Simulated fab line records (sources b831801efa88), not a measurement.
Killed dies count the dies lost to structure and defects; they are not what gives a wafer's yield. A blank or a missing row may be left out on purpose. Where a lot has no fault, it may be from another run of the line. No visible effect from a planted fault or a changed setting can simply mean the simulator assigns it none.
Which tool was responsible? :: flow gf180mcu :: 24 lots with 72 wafers sampled at 3 steps, on a route of 602 steps

WHAT THE GAUGES READ, wafer by wafer
GF_HV_LDD_OVL_MEAS_32.
lot: L074
measured: day 11 13:35
on: overlay-01
HV_LDD_02_OVL (nm): -2.0 0.4 0.1

lot: L075
measured: day 11 21:13
on: overlay-01
HV_LDD_02_OVL (nm): -0.4 0.8 -0.8

lot: L076
measured: day 12 03:34
on: overlay-02
HV_LDD_02_OVL (nm): 1.1 0.1 0.1

lot: L077
measured: day 12 14:32
on: overlay-01
HV_LDD_02_OVL (nm): 0.2 1.4 -0.5

lot: L078
measured: day 12 22:01
on: overlay-02
HV_LDD_02_OVL (nm): -1.9 -3.3 0.0

lot: L079
measured: day 13 04:39
on: overlay-02
HV_LDD_02_OVL (nm): -3.3 -1.0 -1.9

lot: L080
measured: day 13 09:56
on: overlay-02
HV_LDD_02_OVL (nm): 0.3 -1.4 1.2

lot: L081
measured: day 13 17:34
on: overlay-02
HV_LDD_02_OVL (nm): 0.0 0.0 -2.4

lot: L082
measured: day 14 03:18
on: overlay-02
HV_LDD_02_OVL (nm): -1.2 -0.6 0.6

lot: L083
measured: day 14 09:29
on: overlay-02
HV_LDD_02_OVL (nm): 0.6 -0.9 -2.1

lot: L084
measured: day 14 22:27
on: overlay-01
HV_LDD_02_OVL (nm): 0.3 0.1 0.4

lot: L085
measured: day 15 07:48
on: overlay-01
HV_LDD_02_OVL (nm): -0.7 -1.8 -1.0

lot: L086
measured: day 16 06:01
on: overlay-01
HV_LDD_02_OVL (nm): 0.1 1.1 1.6

lot: L088
measured: day 16 12:49
on: overlay-02
HV_LDD_02_OVL (nm): 0.8 -0.9 -0.3

lot: L087
measured: day 16 15:43
on: overlay-02
HV_LDD_02_OVL (nm): -0.2 -1.1 -1.0

lot: L089
measured: day 16 22:44
on: overlay-01
HV_LDD_02_OVL (nm): -0.5 -0.4 -0.5

lot: L090
measured: day 17 06:01
on: overlay-02
HV_LDD_02_OVL (nm): 2.0 1.5 1.7

lot: L092
measured: day 17 18:39
on: overlay-01
HV_LDD_02_OVL (nm): 1.7 1.2 0.3

lot: L091
measured: day 17 21:16
on: overlay-01
HV_LDD_02_OVL (nm): -1.9 -1.1 -1.8

lot: L094
measured: day 18 03:55
on: overlay-02
HV_LDD_02_OVL (nm): -0.2 -0.2 0.4

lot: L093
measured: day 18 05:13
on: overlay-02
HV_LDD_02_OVL (nm): -0.8 2.2 -1.3

lot: L095
measured: day 18 10:37
on: overlay-01
HV_LDD_02_OVL (nm): -1.5 -0.4 -1.2

lot: L096
measured: day 19 02:52
on: overlay-01
HV_LDD_02_OVL (nm): -0.7 1.4 0.1

lot: L097
measured: day 19 08:45
on: overlay-02
HV_LDD_02_OVL (nm): 2.6 3.0 1.2

GF_V2_CD_MEAS_14: target cd 260 nm.
lot: L074
measured: day 20 05:56
on: cd-sem-01
cd-nm (nm): 260.5 260.7 260.9

lot: L075
measured: day 20 14:44
on: cd-sem-01
cd-nm (nm): 260.4 260.8 260.0

lot: L076
measured: day 20 23:33
on: cd-sem-01
cd-nm (nm): 259.9 260.1 260.7

lot: L077
measured: day 21 14:01
on: cd-sem-01
cd-nm (nm): 257.8 258.9 258.6

lot: L078
measured: day 21 23:42
on: cd-sem-02
cd-nm (nm): 260.7 261.3 260.9

lot: L079
measured: day 22 06:19
on: cd-sem-02
cd-nm (nm): 259.5 259.4 261.6

lot: L080
measured: day 22 12:10
on: cd-sem-02
cd-nm (nm): 261.3 261.4 262.0

lot: L081
measured: day 22 22:05
on: cd-sem-01
cd-nm (nm): 260.8 260.3 261.4

lot: L082
measured: day 23 08:00
on: cd-sem-01
cd-nm (nm): 257.8 258.4 257.8

lot: L083
measured: day 23 16:52
on: cd-sem-02
cd-nm (nm): 259.9 258.9 261.2

lot: L084
measured: day 24 07:38
on: cd-sem-02
cd-nm (nm): 261.1 260.6 259.6

lot: L085
measured: day 24 12:50
on: cd-sem-01
cd-nm (nm): 258.9 259.6 259.7

lot: L086
measured: day 25 13:33
on: cd-sem-02
cd-nm (nm): 260.1 258.1 260.6

lot: L088
measured: day 25 20:54
on: cd-sem-01
cd-nm (nm): 259.2 259.4 258.8

lot: L087
measured: day 25 21:56
on: cd-sem-01
cd-nm (nm): 259.2 259.9 260.8

lot: L089
measured: day 26 04:27
on: cd-sem-02
cd-nm (nm): 259.9 259.1 259.2

lot: L090
measured: day 26 10:32
on: cd-sem-01
cd-nm (nm): 260.7 261.4 262.3

lot: L092
measured: day 26 23:42
on: cd-sem-01
cd-nm (nm): 261.1 260.4 260.7

lot: L091
measured: day 27 00:55
on: cd-sem-02
cd-nm (nm): 258.6 259.0 257.4

lot: L094
measured: day 27 06:02
on: cd-sem-02
cd-nm (nm): 259.4 260.0 261.3

lot: L093
measured: day 27 10:32
on: cd-sem-01
cd-nm (nm): 258.9 259.7 260.4

lot: L095
measured: day 27 12:10
on: cd-sem-01
cd-nm (nm): 261.8 260.6 260.6

lot: L096
measured: day 28 01:22
on: cd-sem-02
cd-nm (nm): 259.3 258.5 259.3

lot: L097
measured: day 28 03:50
on: cd-sem-02
cd-nm (nm): 261.2 261.6 261.8

GF_M3_THK_MEAS_06: measures by xrf.
lot: L074
measured: day 20 07:49
on: film-metro-04
M3_ALCU_THK (nm): 457 453 458

lot: L075
measured: day 20 16:37
on: film-metro-03
M3_ALCU_THK (nm): 455 454 447

lot: L076
measured: day 21 01:25
on: film-metro-04
M3_ALCU_THK (nm): 452 451 444

lot: L077
measured: day 21 15:52
on: film-metro-03
M3_ALCU_THK (nm): 460 464 470

lot: L078
measured: day 22 01:33
on: film-metro-03
M3_ALCU_THK (nm): 442 443 445

lot: L079
measured: day 22 08:10
on: film-metro-04
M3_ALCU_THK (nm): 438 446 452

lot: L080
measured: day 22 14:02
on: film-metro-04
M3_ALCU_THK (nm): 454 452 456

lot: L081
measured: day 22 23:56
on: film-metro-04
M3_ALCU_THK (nm): 459 462 462

lot: L082
measured: day 23 09:51
on: film-metro-04
M3_ALCU_THK (nm): 456 455 464

lot: L083
measured: day 23 18:48
on: film-metro-03
M3_ALCU_THK (nm): 437 443 450

lot: L084
measured: day 24 09:53
on: film-metro-04
M3_ALCU_THK (nm): 449 453 452

lot: L085
measured: day 24 15:24
on: film-metro-04
M3_ALCU_THK (nm): 457 457 456

lot: L086
measured: day 25 15:44
on: film-metro-03
M3_ALCU_THK (nm): 441 441 443

lot: L088
measured: day 25 22:44
on: film-metro-01
M3_ALCU_THK (nm): 450 456 457

lot: L087
measured: day 25 23:47
on: film-metro-01
M3_ALCU_THK (nm): 451 448 452

lot: L089
measured: day 26 06:17
on: film-metro-03
M3_ALCU_THK (nm): 448 458 450

lot: L090
measured: day 26 12:26
on: film-metro-03
M3_ALCU_THK (nm): 447 450 445

lot: L092
measured: day 27 01:43
on: film-metro-03
M3_ALCU_THK (nm): 459 459 456

lot: L091
measured: day 27 02:47
on: film-metro-01
M3_ALCU_THK (nm): 445 451 442

lot: L094
measured: day 27 07:53
on: film-metro-04
M3_ALCU_THK (nm): 457 455 461

lot: L093
measured: day 27 12:23
on: film-metro-04
M3_ALCU_THK (nm): 460 456 449

lot: L095
measured: day 27 14:01
on: film-metro-04
M3_ALCU_THK (nm): 448 445 449

lot: L096
measured: day 28 03:13
on: film-metro-04
M3_ALCU_THK (nm): 448 446 452

lot: L097
measured: day 28 05:44
on: film-metro-04
M3_ALCU_THK (nm): 449 454 452

EACH LOT AND THE TOOL THAT RAN IT (in order: tool; ch and the chambers of the sampled wafers; start)
The record holds no process step before these readings.

WHAT THE TOOLS THEMSELVES READ (means of the sampled wafers that have a number; where no wafer has one, the mark that the record gives instead)
The record holds no such reading with a usual standard deviation.

THE ANSWER, worked out from the rows above alone
Rule: the lots themselves supply what counts as usual. The widest of any qualifying gaps counts: lots, ordered by their means at a reading, are off when they make up no more than a third of the lots, leave a main group of 4 or more, and stand apart from it by 3 or more times the standard deviation of that group's means. Not used: any main group whose means are identical at the precision the tables above print for the reading. A lot without any number at a reading at which 4 lots or more have one is off too. Where the step has rows for the other lots, those lots are counted as sound. First the gauges in route order, then the tools' own readings, where a lot's mean is used as printed above. At the first step where some lot is off, the reading lying furthest off is the one used; lots without a number count as furthest.
None of the lots is off at any reading shown; this tells nothing.

WHAT THE SIMULATOR HAD PUT IN
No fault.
